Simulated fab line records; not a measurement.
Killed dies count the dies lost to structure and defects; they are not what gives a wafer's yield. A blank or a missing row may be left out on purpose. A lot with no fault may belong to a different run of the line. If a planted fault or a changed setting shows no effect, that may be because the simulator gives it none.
A single fault, viewed from 2 desks + flow sky130 + each desk holds nothing but its own numbers, with what lay behind them at the end

## TOOL OWNER'S DESK, rie-metal-03
The tool's own readings at SKY_METAL2_METAL_ETCH_19 (etches the open film in Cl2/BCl3, stops on SiO2, target depth 360 nm, time 78 s): means of the sampled wafers that have a number, for each lot that ran on this tool. If a lot's mean is further than 4 standard deviations from the usual mean, the lot is out of limits and carries the mark OUT (the distance appears in the brackets).
Columns: A = bias-w at SKY_METAL2_METAL_ETCH_19, usual 48.48 W; B = drypump-motor-current-A at SKY_METAL2_METAL_ETCH_19, usual 5.39 A; C = oes-product-au at SKY_METAL2_METAL_ETCH_19, usual 0.855 a.u.; D = throttle-valve-pct at SKY_METAL2_METAL_ETCH_19, usual 22.265 %
| lot  | first seen here | A     | B    | C               | D      |
|------|-----------------|-------|------|-----------------|--------|
| L473 | day 37 15:58    | 48.70 | 5.75 | 0.853           | 22.272 |
| L478 | day 39 12:02    | 48.39 | 5.68 | 0.851           | 22.270 |
| L481 | day 40 07:43    | 48.48 | 5.66 | 0.700 (-25) OUT | 22.266 |
| L483 | day 40 17:44    | 48.47 | 5.75 | 0.691 (-27) OUT | 22.270 |
This desk finds L481, L483 out of limits, L481 being first, at day 40 07:43 (oes-product-au at SKY_METAL2_METAL_ETCH_19). In limits: L473, L478.

## AT THE METROLOGY DESK
What the gauges read for every lot (on any tool): the sampled wafers with a number, averaged. If a lot's mean is further than 4 standard deviations from the usual mean, the lot is out of limits and carries the mark OUT (the distance appears in the brackets).
Columns: A = METAL1_ALCU_THK at SKY_METAL1_THK_MEAS_06, usual 250 nm
| lot  | first seen here | A   |
|------|-----------------|-----|
| L465 | day 31 23:26    | 249 |
| L469 | day 33 01:54    | 252 |
| L470 | day 33 03:27    | 253 |
| L471 | day 34 04:36    | 245 |
| L473 | day 34 06:02    | 250 |
| L472 | day 34 06:19    | 245 |
| L478 | day 36 03:16    | 256 |
| L481 | day 36 23:32    | 243 |
| L482 | day 37 03:05    | 246 |
| L483 | day 37 11:10    | 253 |
| L484 | day 38 05:05    | 250 |
Finding of this desk: none of the 11 lots has anything out of limits.

## BROUGHT TOGETHER
An alarm could have come from the tool owner's desk at day 40 07:43, on L481, L483.
Nothing out of limits was seen by the metrology desk.
The metrology desk holds a record of L481, L483, inside its limits.
SKY_METAL2_METAL_ETCH_19 was run on rie-metal-03 by each of the lots named.

## WHAT THE SIMULATOR HAD PUT IN
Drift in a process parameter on rie-metal-03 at SKY_METAL2_METAL_ETCH_19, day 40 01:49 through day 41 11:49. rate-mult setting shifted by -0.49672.
Lots struck among those shown: L481, L483.
Delay in hours, fault start to first out-of-limits reading, by desk: the tool owner's desk at 6.
